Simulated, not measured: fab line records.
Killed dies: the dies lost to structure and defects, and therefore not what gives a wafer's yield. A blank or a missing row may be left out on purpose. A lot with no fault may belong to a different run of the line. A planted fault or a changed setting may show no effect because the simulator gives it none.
The tool behind it: which one? + flow sky130 + Sampling: 13 lots, 39 wafers, 2 of 708 route steps

== WHAT EACH GAUGE READ, for each wafer ==
SKY_GATE_OXIDE_TW_MEAS_14.
| lot  | measured     | on           | GATE_OXIDE_TW     |
|------|--------------|--------------|-------------------|
| L600 | day 14 01:49 | filmMetro-03 | 220.7 220.3 221.7 |
| L602 | day 14 21:08 | filmMetro-04 | 225.3 225.4 227.2 |
| L601 | day 14 21:34 | filmMetro-04 | 227.3 225.5 224.8 |
| L604 | day 15 08:49 | filmMetro-04 | 227.3 228.6 228.3 |
| L603 | day 15 09:06 | filmMetro-04 | 227.3 227.3 227.1 |
| L606 | day 16 11:03 | filmMetro-03 | 222.8 222.2 221.2 |
| L609 | day 17 02:57 | filmMetro-04 | 228.0 227.2 227.7 |
| L613 | day 18 14:15 | filmMetro-01 | 272.0 272.3 271.6 |
| L616 | day 19 09:04 | filmMetro-04 | 276.5 276.9 276.5 |
| L618 | day 20 10:38 | filmMetro-01 | 274.8 274.5 275.4 |
| L619 | day 20 15:39 | filmMetro-01 | 225.7 225.5 223.5 |
| L620 | day 20 19:50 | filmMetro-04 | 228.6 228.8 227.8 |
| L622 | day 21 08:49 | filmMetro-01 | 224.3 223.6 224.4 |

== TOOL THAT RAN EACH LOT (tool first, then ch and the chambers of the sampled wafers, then the start) ==
| lot  | SKY_GATE_OXIDE_IMPLANT_11       |
|------|---------------------------------|
| L600 | implanter-03 ch 0, day 14 01:26 |
| L602 | implanter-04 ch 0, day 14 20:46 |
| L601 | implanter-03 ch 0, day 14 21:14 |
| L604 | implanter-03 ch 0, day 15 08:28 |
| L603 | implanter-04 ch 0, day 15 08:46 |
| L606 | implanter-04 ch 0, day 16 10:44 |
| L609 | implanter-03 ch 0, day 17 02:38 |
| L613 | implanter-04 ch 0, day 18 13:35 |
| L616 | implanter-03 ch 0, day 19 08:25 |
| L618 | implanter-03 ch 0, day 20 09:59 |
| L619 | implanter-04 ch 0, day 20 15:11 |
| L620 | implanter-04 ch 0, day 20 19:28 |
| L622 | implanter-01 ch 0, day 21 08:28 |
- SKY_GATE_OXIDE_IMPLANT_11

== WHAT THE TOOLS THEMSELVES READ (means of the sampled wafers that have a number; where no wafer has one, the mark that the record gives instead) ==
The record holds no such reading with a usual standard deviation.

== THE ANSWER, worked out from the rows above alone ==
Rule: usual is defined by the lots themselves. Put in order of their means at a reading, lots are off if they are a third of the lots or fewer, leave a main group of 4 or more, and stand apart from it by a gap of 3 or more times the standard deviation of the main group's means; of several such gaps the widest counts. If all means in a main group match to the digits the tables above print for the reading, that group is not used. A lot without any number at a reading at which 4 lots or more have one is off too. Any other lot the step has rows for is counted as sound. First the gauges in route order, then the tools' own readings, where a lot's mean is used as printed above. The first step at which some lot is off is used, and at that step the reading that is off furthest; a lot without a number counts as furthest.
Off: L613, L616, L618, at SKY_GATE_OXIDE_TW_MEAS_14 (GATE_OXIDE_TW). Main group: mean 225.5, sd 2.4.
A tool fits if, at a process step before that reading, it ran every lot that is off, and no sound lot after the first of them. Gauges at SKY_GATE_OXIDE_TW_MEAS_14: tried the same way as those tools. Not one of the candidates tried fits.

== WHAT WAS PUT IN BY THE SIMULATOR ==
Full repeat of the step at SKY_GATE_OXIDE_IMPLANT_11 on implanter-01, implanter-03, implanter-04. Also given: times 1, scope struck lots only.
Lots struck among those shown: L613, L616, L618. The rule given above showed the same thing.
